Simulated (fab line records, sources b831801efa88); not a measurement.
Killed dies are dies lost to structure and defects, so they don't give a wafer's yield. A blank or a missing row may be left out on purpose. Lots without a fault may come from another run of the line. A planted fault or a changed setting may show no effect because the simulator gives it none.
A struck lot beside a sound one | flow sky130 | 14 steps out of a route of 708
Sound: wafers L749.2, L749.4, L749.6. Struck: wafers L756.1, L756.4, L756.5. The cause comes at the end.
At each step with rows: each side's tool, then ch and its chambers, then its first start. Under that, the readings that differ: sound wafers | struck wafers | difference of the means | sigmas: that difference in standard deviations of wafers without a fault.
alike: readings whose means differ by less than 2 such deviations, and words and numbers that are the same on both sides. not compared: withheld readings, readings that some wafer has no value for, bounds like >300 that may hide the same value, and numbers for which the record gives no deviation and whose values overlap.
The two part at a step that has a row with sigmas, a row that says differs or no value, or rows on one side only. Numbers that don't overlap but have no deviation are shown without sigmas and don't part them. A reading that every wafer of one side lacks parts them only if that side has two wafers or more.

SKY_LOCAL_INTERCONNECT_RS_MEAS_01: measures by four-point-probe.
  sound on film_metro-02, day 30 17:48; struck on film_metro-03, day 33 11:25
  alike: LOCAL_INTERCONNECT_TIN_RS
SKY_LOCAL_INTERCONNECT_THK_MEAS_02: measures by xrf.
  sound on film_metro-02, day 30 17:55; struck on film_metro-03, day 33 11:32
  alike: LOCAL_INTERCONNECT_TIN_THK
then, 8 steps without rows for these wafers: SKY_LOCAL_INTERCONNECT_DEHYDRATE_03 (time 60 s); SKY_LOCAL_INTERCONNECT_HMDS_04 (prime time 60 s); SKY_LOCAL_INTERCONNECT_COAT_05 (resist thk 60 nm); SKY_LOCAL_INTERCONNECT_COAT_06 (resist thk 450 nm); SKY_LOCAL_INTERCONNECT_SOFTBAKE_07 (time 90 s); SKY_LOCAL_INTERCONNECT_EXPOSE_08 (exposes mask LI1M, target cd 170 nm); SKY_LOCAL_INTERCONNECT_PEB_09; SKY_LOCAL_INTERCONNECT_DEVELOP_10 (develop time 60 s).
SKY_LOCAL_INTERCONNECT_CD_MEAS_11: target cd 170 nm.
  sound on cd_sem-02, day 31 21:25; struck on cd_sem-02, day 34 13:50
  reading    | sound             | struck            | difference | sigmas
  cd_nm (nm) | 168.9 167.6 168.8 | 173.0 173.9 172.3 | +4.6       | +2
SKY_LOCAL_INTERCONNECT_OVL_MEAS_12:
  sound on overlay-01, day 31 21:32; struck on overlay-02, day 34 13:58
  alike: LOCAL_INTERCONNECT_OVL
SKY_LOCAL_INTERCONNECT_ETCH_13: etches BARC in N2/H2, stops on SiO2, time 45.9 s, target depth 60 nm.
  sound on rie_metal-01 ch 0,1, day 31 21:34; struck on rie_metal-01 ch 1, day 34 13:59
  reading                                    | sound            | struck            | difference | sigmas
  model.SiO2_of_SONOS_ONO_CVD_04.thk_nm (nm) | 4.13 3.968 3.985 | 3.868 3.774 3.773 | -0.223     |
  alike: drypump_motor_current_A, oes_product_au, throttle_valve_pct
  not compared: rf_hours_counter_h
SKY_LOCAL_INTERCONNECT_METAL_ETCH_14: etches TiN in Cl2/BCl3, stops on PSG, target depth 110 nm, time 31.4 s.
  sound on rie_metal-01 ch 0,1, day 31 21:37; struck on rie_metal-01 ch 1, day 34 14:07
  alike: drypump_motor_current_A, oes_product_au, throttle_valve_pct
  not compared: rf_hours_counter_h

WHERE THEY PART
Only at SKY_LOCAL_INTERCONNECT_CD_MEAS_11, within this record. Later steps at which nothing parts them and some readings are alike: SKY_LOCAL_INTERCONNECT_OVL_MEAS_12, SKY_LOCAL_INTERCONNECT_ETCH_13, SKY_LOCAL_INTERCONNECT_METAL_ETCH_14.

WHY: what the simulator had put in
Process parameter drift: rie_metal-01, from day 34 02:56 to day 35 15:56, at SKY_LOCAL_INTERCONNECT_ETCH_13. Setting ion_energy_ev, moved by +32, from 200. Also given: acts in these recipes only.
